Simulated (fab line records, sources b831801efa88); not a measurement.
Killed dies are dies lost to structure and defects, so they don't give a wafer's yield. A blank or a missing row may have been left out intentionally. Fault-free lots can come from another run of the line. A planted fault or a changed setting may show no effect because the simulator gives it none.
The same fault as seen by 2 desks || flow sky130 || numbers are kept per desk, each desk with only its own; the story behind them comes last

## THE TOOL OWNER'S DESK: rieMetal-04
The tool's own readings at SKY_METAL1_METAL_ETCH_19 (etches the open film in Cl2/BCl3, stops on SiO2, target depth 360 nm, time 78 s): means of the sampled wafers that have a number, for each lot that ran on this tool. Any lot whose mean is over 4 standard deviations away from the usual mean is out of limits and marked OUT; that distance is given in the brackets.
Columns: A = drypumpMotorCurrentA at SKY_METAL1_METAL_ETCH_19, usual 5.7 A; B = oesProductAu at SKY_METAL1_METAL_ETCH_19, usual 0.855 a.u.; C = throttleValvePct at SKY_METAL1_METAL_ETCH_19, usual 22.265 %
{"lot": "L168", "first seen here": "day 32 10:44", "A": 5.9, "B": 0.852, "C": 22.264}
{"lot": "L178", "first seen here": "day 35 21:15", "A": 5.7, "B": "0.806 (-8.5) OUT", "C": 22.266}
{"lot": "L179", "first seen here": "day 36 20:23", "A": 5.9, "B": "0.801 (-9.3) OUT", "C": 22.276}
{"lot": "L189", "first seen here": "day 40 02:02", "A": 5.9, "B": 0.853, "C": 22.262}
Finding of this desk: L178, L179 out of limits; the first was L178 at day 35 21:15, on oesProductAu at SKY_METAL1_METAL_ETCH_19. In limits: L168, L189.

## METROLOGY DESK
What the gauges read for every lot (on any tool): the sampled wafers with a number, averaged. Any lot whose mean is over 4 standard deviations away from the usual mean is out of limits and marked OUT; that distance is given in the brackets.
Columns: A = CONTACT_W_THK at SKY_CONTACT_THK_MEAS_26, usual 339 nm; B = METAL1_ALCU_THK at SKY_METAL1_THK_MEAS_06, usual 248.0 nm
{"lot": "L168", "first seen here": "day 31 07:38", "A": 340, "B": 245.7}
{"lot": "L169", "first seen here": "day 31 19:25", "A": 335, "B": 247.3}
{"lot": "L171", "first seen here": "day 32 06:23", "A": 336, "B": 248.3}
{"lot": "L173", "first seen here": "day 34 09:53", "A": 337, "B": 248.3}
{"lot": "L176", "first seen here": "day 34 15:14", "A": 342, "B": 246.3}
{"lot": "L178", "first seen here": "day 34 18:41", "A": 338, "B": 249.0}
{"lot": "L179", "first seen here": "day 35 18:04", "A": 334, "B": 248.3}
{"lot": "L186", "first seen here": "day 37 23:00", "A": 335, "B": 250.3}
{"lot": "L187", "first seen here": "day 38 11:14", "A": 341, "B": 245.8}
{"lot": "L189", "first seen here": "day 39 00:24", "A": 346, "B": 244.2}
{"lot": "L191", "first seen here": "day 39 20:33", "A": 349, "B": 247.5}
Finding of this desk: none of the 11 lots has anything out of limits.

## TAKEN TOGETHER
The tool owner's desk had the chance to raise an alarm at day 35 21:15 on L178, L179.
Metrology desk: nothing out of limits seen.
The metrology desk holds a record of L178, L179, inside its limits.
The lots listed all ran SKY_METAL1_METAL_ETCH_19 on rieMetal-04.

## WHAT THE SIMULATOR HAD PUT IN
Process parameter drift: rieMetal-04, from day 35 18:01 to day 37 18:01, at SKY_METAL1_METAL_ETCH_19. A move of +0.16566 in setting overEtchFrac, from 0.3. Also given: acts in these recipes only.
Lots struck among those shown: L178, L179.
Each desk's first reading out of limits, in hours after the fault started: the tool owner's desk, 3.
